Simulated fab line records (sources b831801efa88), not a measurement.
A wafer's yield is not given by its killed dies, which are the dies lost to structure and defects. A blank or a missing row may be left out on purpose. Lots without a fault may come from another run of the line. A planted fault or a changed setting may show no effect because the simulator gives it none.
Code-filled problem report in 8D (eight disciplines) form ; flow gf180mcu ; the parts of the form that need people (team, actions taken, sign-off) are left out

== 1. PROBLEM STATEMENT ==
LVPWELL_TW at GF_LVPWELL_TW_MEAS_11 reads a mean of 525.3 on 6 wafers of 2 lots; wafers without a fault read 556.4 with a standard deviation of 2.5. That puts it -12 standard deviations away from the usual mean.
First observed at day 7 18:37: wafer L254.2, on film metro-01. Wafers with a number at this step in the record: 36, from 12 lots. Rule for "out" (also "out of limits"): further than 4 standard deviations from the usual mean. Any other wafer with a number is counted as sound.

== 2. WHAT IT IS, WHAT IT ISN'T ==
question;is;is not
which readings at this step;LVPWELL_TW;-
which lots;L254, L256;L237, L238, L239, L241, L242, L244, L249, L258, L259, L260
which wafers of those lots;all that have a number;-
read on which gauges;film metro-01, film metro-03;film metro-04
when;from day 7 18:37;"up to then (21 sound wafers); but 9 sound wafers of L258, L259, L260 came after"

== 3. SUSPECTS, AND WHAT RULES EACH OUT ==
Counting: a tool at a process step up to the reading stays a suspect if it ran every lot that is out and no sound lot after the first of them.
- ruled out: the gauge at GF_LVPWELL_TW_MEAS_11. Those wafers that are out were read across 2 gauges (film metro-01, film metro-03).
- implanter-02 at GF_LVPWELL_IMPLANT_09: kept. It ran every lot that is out, first L254 (day 7 18:23), and no sound lot after that; its last sound lot up to then is L249 (day 6 14:19). On those wafers its own readings are out: dose ions cm2, faraday current uA.
Left after counting: implanter-02 at GF_LVPWELL_IMPLANT_09.

== 4. THE CAUSE (what the simulator had put in) ==
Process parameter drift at GF_LVPWELL_IMPLANT_09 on implanter-02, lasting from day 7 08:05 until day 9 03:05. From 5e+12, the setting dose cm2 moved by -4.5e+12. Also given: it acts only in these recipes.
Counting left only this tool.

== 5. THE CHAIN OF EFFECTS, in route order ==
Each row: a reading whose mean over the struck wafers that have a number lies more than 3 standard deviations from the usual. Readings are gone through only where the record gives a usual standard deviation; hours: the median, over the lots, of the time from a lot's start at the first step in this table giving one to that lot's start at this step; sigmas: the change measured in usual standard deviations.
hours;step;reading;usual;on struck wafers;change;sigmas
0;GF_LVPWELL_IMPLANT_09;dose ions cm2;4.999e+12;4.965e+11;-4.502e+12;-99 or more
0;GF_LVPWELL_IMPLANT_09;faraday current uA;28.2;2.8;-25.4;-50
0;GF_LVPWELL_TW_MEAS_11;LVPWELL_TW;556.4;525.3;-31.1;-12
104;GF_VT_IMPLANT_RS_MEAS_48;LVPWELL_RS;1198 ohm/sq;1486;+288;+90
Process steps it contains:
- GF_LVPWELL_IMPLANT_09
Later measuring or inspecting steps at which every struck wafer that the step has a row for has a number for every such reading, and none has moved that far: GF_SAB_CD_MEAS_09.

== 6. WHAT WOULD HAVE CAUGHT IT SOONER ==
Counted from the fault's start at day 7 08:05, it took 11 hours until the first out-of-limits reading at a measuring or inspecting step in this record, taken at day 7 18:37.
Tool's own readings at GF_LVPWELL_IMPLANT_09, dose ions cm2, faraday current uA: out on all struck wafers the step has rows for; an alarm limit on them would have tripped on the first.
L256, from the lots that are out (2), started GF_LVPWELL_IMPLANT_09 on implanter-02 later than day 7 18:37. Holding the tool at that time would have saved it.
